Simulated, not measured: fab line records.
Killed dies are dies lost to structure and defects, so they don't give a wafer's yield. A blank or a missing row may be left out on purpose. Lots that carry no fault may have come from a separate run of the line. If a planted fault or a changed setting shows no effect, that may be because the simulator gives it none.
Chamber matching -- flow sky130 -- SKY_CAP2M_CVD_00 on pecvd-02 has 3 sister chambers
The step deposits SiO2, target thk 15.5 nm. 6 wafers are shown with their chamber, then 9 later ones without.

## WAFERS WITH THEIR CHAMBER
wafer,chamber,heater-power-w (W)
L083.4,2,726
L084.5,1,777
L084.6,2,745
L089.2,0,602
L089.4,1,666
L089.5,0,595

## WAFERS MISSING THEIR CHAMBER
wafer,heater-power-w (W)
L092.1,685
L092.5,773
L092.6,617
L094.1,687
L094.3,739
L094.4,667
L096.2,672
L096.3,530
L096.5,520

## THE CHAMBER EACH PASSED THROUGH
wafer,from the rows above,in truth
L092.1,can't be placed: 1 or 2 or 0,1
L092.5,can't be placed: 2 or 1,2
L092.6,can't be placed: 0 or 1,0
L094.1,can't be placed: 1 or 2 or 0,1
L094.3,can't be placed: 2 or 1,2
L094.4,can't be placed: 1 or 0 or 2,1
L096.2,can't be placed: 1 or 2 or 0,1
L096.3,0,0
L096.5,0,0
Correctly placed: 2 of 9. Cannot be placed on the basis of these rows: 7; the candidates contain the true chamber in 7. Wrongly placed: 0.
How it was worked out, from the rows above alone: a wafer's distance from a chamber is the root of the sum, over the readings, of the square of ((its reading less the chamber's mean) divided by the reading's scatter). If the next closest chamber is less than 2 further off than the closest, the wafer can't be placed; otherwise it belongs to the closest. A chamber's mean is the mean of its shown wafers. The scatter is the square root of a quotient: the sum, over the shown wafers, of each reading's squared deviation from its chamber's mean, divided by wafers minus chambers.
